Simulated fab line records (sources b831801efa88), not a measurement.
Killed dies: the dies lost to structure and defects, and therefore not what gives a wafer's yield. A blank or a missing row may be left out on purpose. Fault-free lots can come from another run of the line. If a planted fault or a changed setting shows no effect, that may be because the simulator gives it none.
A lot that was struck, set against a sound lot    flow sky130    28 out of 708 route steps
Sound: the wafers L630.3, L630.5, L630.6. Struck: wafer L646.1 (left out: L646.2, L646.4 of the same lot, which were not struck); the cause appears at the end.
At each step with rows: each side's tool, then ch and its chambers, then its first start. Under that, the readings that differ: sound wafers    struck wafers    difference of the means    sigmas: that difference in standard deviations of wafers without a fault.
alike: readings with means less than 2 such deviations apart, plus words and numbers identical on both sides. not compared: withheld readings, readings lacking a value on some wafer, bounds such as >300 that could conceal the same value, and numbers that have no deviation in the record and whose values overlap.
The two part at a step that has a row with sigmas, a row that says differs or no value, or rows on one side only. Non-overlapping numbers with no deviation appear without sigmas and do not part them. A reading that every wafer of one side lacks parts them only if that side has two wafers or more.

SKY_VIA4_ETCH_12: etches SiO2 in C4F8/O2/Ar, stops on TiN, target depth 580 nm.
  sound on rieDiel-01 ch 0,1,3, day 43 03:01; struck on rieDiel-01 ch 2, day 47 08:49
reading              sound              struck  difference  sigmas
oesProductAu (a.u.)  0.918 0.920 0.918  0.934   +0.015      +3
SKY_VIA4_STRIP_13: strips in O2/N2.
  sound on plasmaAsher-02 ch 0,1, day 43 03:08; struck on plasmaAsher-03 ch 0, day 47 08:54
reading              sound  struck  difference                    sigmas
rfHoursCounterH (h)  - - -  5       no value on the sound wafers  
  alike: drypumpMotorCurrentA, o2FlowSccm, oesProductAu, stripTimeToEndpointS
then, 3 steps without rows for these wafers: SKY_VIA4_STRIP_14 (strips in post etch residue remover, time 1200 s); SKY_VIA4_CLEAN_15 (cleans in IPA, time 180 s); SKY_VIA4_CLEAN_16 (cleans in O3/DIW).
SKY_VIA4_SPUTTER_17: material TiN, target thk 20 nm, time 80 s.
  struck on pvdSputter-02, day 47 09:59; sound on pvdSputter-04, day 43 03:41
  alike: cathodeDcPowerW, throttleValvePct
then, 1 step without rows for these wafers: SKY_VIA4_CVD_18 (deposits W, target thk 505 nm, time 152.14 s).
SKY_VIA4_RS_MEAS_19: measurement is done with a four-point probe.
  struck on filmMetro-02, day 47 10:11; sound on filmMetro-01, day 43 03:56
  alike: VIA4_W_RS
SKY_VIA4_THK_MEAS_20: measures by xrf.
  struck on filmMetro-02, day 47 10:19; sound on filmMetro-01, day 43 04:02
  alike: VIA4_W_THK
SKY_VIA4_CMP_21: polishes, stops on SiO2, t overpolish 25 s, target thk 0 nm.
  sound on cmp-02 ch 2,3, day 43 04:15; struck on cmp-02 ch 1, day 47 10:31
reading              sound        struck  difference  sigmas
timeToEndpointS (s)  121 119 120  129     +9          +2
  alike: headPressurePsi, motorCurrentA, overpolishRunS, platenRpm
then, 2 steps without rows for these wafers: SKY_METAL5_SPUTTER_00 (material Ti, target thk 15 nm, time 10 s); SKY_METAL5_SPUTTER_01 (material TiN, target thk 20 nm, time 16.7 s).
SKY_METAL5_SPUTTER_02: material AlCu, target thk 1150 nm, time 61.2 s.
  struck on pvdSputter-03, day 47 10:49; sound on pvdSputter-03, day 43 04:36
reading                                     sound           struck  difference  sigmas
model.AlCu_of_METAL5_SPUTTER_02.thkNm (nm)  1153 1155 1150  1045    -108        
  alike: cathodeDcPowerW, throttleValvePct
then, 2 steps without rows for these wafers: SKY_METAL5_SPUTTER_03 (material Ti, target thk 5 nm, time 3.3 s); SKY_METAL5_SPUTTER_04 (material TiN, target thk 70 nm, time 58.3 s).
SKY_METAL5_RS_MEAS_05: measurement is done with a four-point probe.
  struck on filmMetro-03, day 47 10:56; sound on filmMetro-01, day 43 04:47
reading                  sound                 struck  difference  sigmas
METAL5_ALCU_RS (ohm/sq)  0.0270 0.0269 0.0271  0.0298  +0.0028     +8
SKY_METAL5_THK_MEAS_06: measures by xrf.
  struck on filmMetro-03, day 47 11:04; sound on filmMetro-01, day 43 04:53
reading               sound           struck  difference  sigmas
METAL5_ALCU_THK (nm)  1152 1152 1152  1050    -102        -7
then, 8 steps without rows for these wafers: SKY_METAL5_DEHYDRATE_07 (time 60 s); SKY_METAL5_HMDS_08 (prime time 60 s); SKY_METAL5_COAT_09 (resist thk 1800 nm); SKY_METAL5_SOFTBAKE_10 (time 60 s); SKY_METAL5_EXPOSE_11 (exposes mask MM5, target cd 1600 nm); SKY_METAL5_PEB_12; SKY_METAL5_DEVELOP_13 (develop time 60 s); SKY_METAL5_DESCUM_14 (chemistry O2, time 11 s).
SKY_METAL5_METAL_ETCH_15: etches the open film in Cl2/BCl3, stops on SiO2, target depth 1260 nm, time 252 s.
  sound on rieMetal-01 ch 0,1, day 44 03:36; struck on rieMetal-01 ch 0, day 48 05:56
reading              sound              struck  difference                    sigmas
oesProductAu (a.u.)  0.897 0.901 0.893  0.860   -0.037                        -8
rfHoursCounterH (h)  - - -              22      no value on the sound wafers  
  alike: bcl3FlowSccm, drypumpMotorCurrentA, heBacksideLeakSccm, mfcCl2Sccm, throttleValvePct
SKY_METAL5_STRIP_16: strips in O2/N2.
  sound on plasmaAsher-02 ch 0,1, day 44 03:47; struck on plasmaAsher-04 ch 0, day 48 06:10
reading              sound  struck  difference                    sigmas
rfHoursCounterH (h)  - - -  103     no value on the sound wafers  
  alike: drypumpMotorCurrentA, o2FlowSccm, oesProductAu, stripTimeToEndpointS
SKY_PAD_OPEN_PROBE_99:
  struck on prober-01, day 49 22:34; sound on prober-01, day 46 01:13
reading                     sound                    struck   difference  sigmas
model.etest.met5.rsOhmSq    0.02683 0.02725 0.02711  0.02987  +0.00281    
model.etest.met5.lineOhmUm  0.01678 0.01705 0.01691  0.01856  +0.00165    
  alike: defectLimitedYield, killed_at_M0_to_M3, killed_at_M4_up, killedAtContacts, killedAtFrontEnd, killedAtOther, killedDies, killedOpen, killedShort, sort_bin_3_pad_short, sort_bin_5_function, sort_bin_6_memory, sortNPass, sortYieldPct

## WHERE THEY PART
First at SKY_VIA4_ETCH_12; last, within this record, at SKY_METAL5_STRIP_16. Later steps at which nothing parts them and some readings are alike: SKY_PAD_OPEN_PROBE_99.

WHY: what the simulator had put in
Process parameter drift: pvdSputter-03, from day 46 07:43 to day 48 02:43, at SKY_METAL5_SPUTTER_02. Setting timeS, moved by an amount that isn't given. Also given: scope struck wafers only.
